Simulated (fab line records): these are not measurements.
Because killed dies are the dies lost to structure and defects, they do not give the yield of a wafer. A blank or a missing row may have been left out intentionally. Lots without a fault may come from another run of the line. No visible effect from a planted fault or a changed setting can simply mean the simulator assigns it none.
Which tool did it? + flow sky130 + 27 wafers from 9 lots sampled at 3 of the route's 708 steps

== WHAT EACH GAUGE READ, for each wafer ==
SKY_SONOS_ONO_THK_MEAS_05.
| lot  | measured     | on            | SONOS_ONO_CVD_04_THK (nm)     |
|------|--------------|---------------|-------------------------------|
| L132 | day 11 17:20 | film-metro-02 | 5.68 5.79 5.63                |
| L133 | day 11 23:49 | film-metro-03 | 5.51 5.54 5.57                |
| L134 | day 12 06:53 | film-metro-01 | 5.77 5.80 5.71                |
| L136 | day 12 19:33 | film-metro-01 | 5.79 5.84 5.86                |
| L137 | day 13 08:53 | film-metro-03 | 5.78 5.90 5.71                |
| L143 | day 15 13:34 | film-metro-01 | 6.16 6.23 6.23 6.17 6.19 6.25 |
| L144 | day 15 21:52 | film-metro-02 | 6.26 6.18 6.26 6.19 6.19 6.20 |
| L154 | day 18 23:40 | film-metro-03 | 5.83 5.75 5.69                |
| L155 | day 19 07:35 | film-metro-03 | 5.74 5.54 5.73                |

== WHAT TOOL EACH LOT RAN ON (gives the tool, then ch and the chambers of the sampled wafers, and finally the start) ==
| lot  | SKY_VT_ADJUST_PCH_STRIP_09           | SKY_SONOS_ONO_CVD_04        |
|------|--------------------------------------|-----------------------------|
| L132 | plasma-asher-04 ch 0,1, day 10 12:41 | lpcvd-03 ch 1, day 11 16:05 |
| L133 | plasma-asher-04 ch 0,1, day 10 16:59 | lpcvd-03 ch 0, day 11 21:57 |
| L134 | plasma-asher-03 ch 0,1, day 11 00:59 | lpcvd-03 ch 0, day 12 05:38 |
| L136 | plasma-asher-03 ch 0,1, day 11 14:59 | lpcvd-03 ch 1, day 12 18:17 |
| L137 | plasma-asher-02 ch 0,1, day 12 00:51 | lpcvd-03 ch 0, day 13 07:01 |
| L143 | plasma-asher-02 ch 0,1, day 14 00:29 | lpcvd-03 ch 0, day 15 12:19 |
| L144 | plasma-asher-03 ch 0,1, day 14 13:53 | lpcvd-03 ch 0, day 15 20:36 |
| L154 | plasma-asher-02 ch 0,1, day 17 10:40 | lpcvd-03 ch 1, day 18 22:24 |
| L155 | plasma-asher-03 ch 0, day 17 19:20   | lpcvd-03 ch 0, day 19 06:20 |
- SKY_VT_ADJUST_PCH_STRIP_09: strips in O2/N2.
- SKY_SONOS_ONO_CVD_04: deposits SiO2 from SiH4/N2O, target thk 5.7199 nm.

== THE ANSWER, worked out from the rows above alone ==
Rule: usual is defined by the lots themselves. Put in order of their means at a reading, lots are off if they are a third of the lots or fewer, leave a main group of 4 or more, and stand apart from it by a gap of 3 or more times the standard deviation of the main group's means; of several such gaps the widest counts. A main group whose means are all the same, to the digits that the tables above print for the reading, isn't used. Also off: a lot with no number at a reading for which 4 or more lots have one. All remaining lots with rows at the step are treated as sound.
Off: at SKY_SONOS_ONO_THK_MEAS_05 (SONOS_ONO_CVD_04_THK), L143, L144. For the main group the mean is 5.72 nm and the standard deviation 0.09.
A tool fits if, at a process step before that reading, it ran every lot that is off, and no sound lot after the first of them. Those tools and the gauges at SKY_SONOS_ONO_THK_MEAS_05 are tried in the same way. Of those tried, none fits.

== WHAT THE SIMULATOR PUT IN ==
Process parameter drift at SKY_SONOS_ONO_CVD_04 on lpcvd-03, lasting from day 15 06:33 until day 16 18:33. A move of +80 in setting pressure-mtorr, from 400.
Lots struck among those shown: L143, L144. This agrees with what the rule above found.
